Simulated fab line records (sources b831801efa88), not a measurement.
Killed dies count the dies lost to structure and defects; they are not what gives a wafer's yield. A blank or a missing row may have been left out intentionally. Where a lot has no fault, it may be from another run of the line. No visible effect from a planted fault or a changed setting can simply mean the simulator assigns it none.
The tool behind it: which one? | flow sky130 | 13 lots with 39 wafers sampled at 3 steps, on a route of 708 steps

== WHAT EACH GAUGE READ, for each wafer ==
SKY_LI_CONTACT_CD_MEAS_12: the cd target is 170 nm.
lot  | measured     | on       | cdNm (nm)
L784 | day 29 06:23 | cdSem-01 | 169.6 171.3 170.5
L785 | day 29 19:26 | cdSem-02 | 168.6 170.2 168.3
L788 | day 31 07:17 | cdSem-01 | 172.8 171.6 173.0
L789 | day 31 10:31 | cdSem-02 | 170.4 168.6 169.6
L790 | day 32 02:19 | cdSem-02 | 172.9 173.5 172.5
L792 | day 32 08:18 | cdSem-01 | 169.7 169.6 168.4
L793 | day 32 11:49 | cdSem-02 | 167.8 168.6 168.2
L794 | day 32 22:40 | cdSem-02 | 171.3 170.7 171.4
L795 | day 33 07:49 | cdSem-02 | 169.3 169.1 168.9
L798 | day 34 21:03 | cdSem-01 | 170.6 170.7 169.4
L803 | day 36 20:34 | cdSem-01 | 169.2 169.3 169.5
L804 | day 36 20:16 | cdSem-02 | 170.5 172.0 170.6
L805 | day 37 00:44 | cdSem-01 | 168.9 169.6 169.2

SKY_LOCAL_INTERCONNECT_RS_MEAS_01: measures by four-point-probe.
lot  | measured     | on           | LOCAL_INTERCONNECT_TIN_RS (ohm/sq)
L784 | day 29 07:47 | filmMetro-04 | 13.99 13.98 13.84
L785 | day 29 20:50 | filmMetro-03 | 14.30 14.13 13.99
L788 | day 31 08:40 | filmMetro-02 | 14.33 14.23 14.32
L789 | day 31 11:54 | filmMetro-03 | 14.27 14.30 14.15
L790 | day 32 03:42 | filmMetro-03 | 14.23 13.91 14.08
L792 | day 32 09:41 | filmMetro-02 | 14.38 14.46 14.22
L793 | day 32 13:13 | filmMetro-04 | 14.33 13.97 14.33
L794 | day 33 00:03 | filmMetro-02 | 14.11 14.18 13.90
L795 | day 33 09:11 | filmMetro-04 | 14.14 14.05 14.16
L798 | day 34 22:27 | filmMetro-02 | 14.30 14.07 14.39
L803 | day 36 21:57 | filmMetro-02 | 14.19 14.18 14.46
L804 | day 36 21:40 | filmMetro-03 | 14.03 13.76 13.99
L805 | day 37 02:07 | filmMetro-02 | 14.14 13.94 14.19

== TOOL THAT RAN EACH LOT (tool first, then ch and the chambers of the sampled wafers, then the start) ==
lot  | SKY_LDD_N_EXPOSE_04
L784 | ilineStepper-02 ch 0, day 17 08:40
L785 | ilineStepper-02 ch 0, day 17 21:59
L788 | ilineStepper-01 ch 0, day 19 17:41
L789 | ilineStepper-02 ch 0, day 19 19:27
L790 | ilineStepper-01 ch 0, day 20 14:02
L792 | ilineStepper-02 ch 0, day 20 19:15
L793 | ilineStepper-01 ch 0, day 20 23:46
L794 | ilineStepper-02 ch 0, day 21 10:24
L795 | ilineStepper-01 ch 0, day 21 20:47
L798 | ilineStepper-01 ch 0, day 23 08:48
L803 | ilineStepper-01 ch 0, day 25 18:54
L804 | ilineStepper-02 ch 0, day 25 20:01
L805 | ilineStepper-01 ch 0, day 26 03:04
- SKY_LDD_N_EXPOSE_04: exposes mask NTM, target cd 840 nm.

== WHAT THE TOOLS THEMSELVES READ (means of the sampled wafers that have a number; where no wafer has one, the mark that the record gives instead) ==
The record holds no such reading with a usual standard deviation.

== THE ANSWER, worked out from the rows above alone ==
Rule: what is usual is taken from the lots themselves. Put in order of their means at a reading, lots are off if they are a third of the lots or fewer, leave a main group of 4 or more, and stand apart from it by a gap of 3 or more times the standard deviation of the main group's means; of several such gaps the widest counts. Not used: any main group whose means are identical at the precision the tables above print for the reading. Also off: a lot with no number at a reading for which 4 or more lots have one. The other lots that the step has rows for count as sound. The gauges are gone through in route order, then the tools' own readings, and for those a lot's mean is taken as printed above. The first step at which some lot is off is used, and at that step the reading that is off furthest; a lot without a number counts as furthest.
Across all readings shown, no lot is off: no conclusion can be drawn from this.

== WHAT THE SIMULATOR HAD PUT IN ==
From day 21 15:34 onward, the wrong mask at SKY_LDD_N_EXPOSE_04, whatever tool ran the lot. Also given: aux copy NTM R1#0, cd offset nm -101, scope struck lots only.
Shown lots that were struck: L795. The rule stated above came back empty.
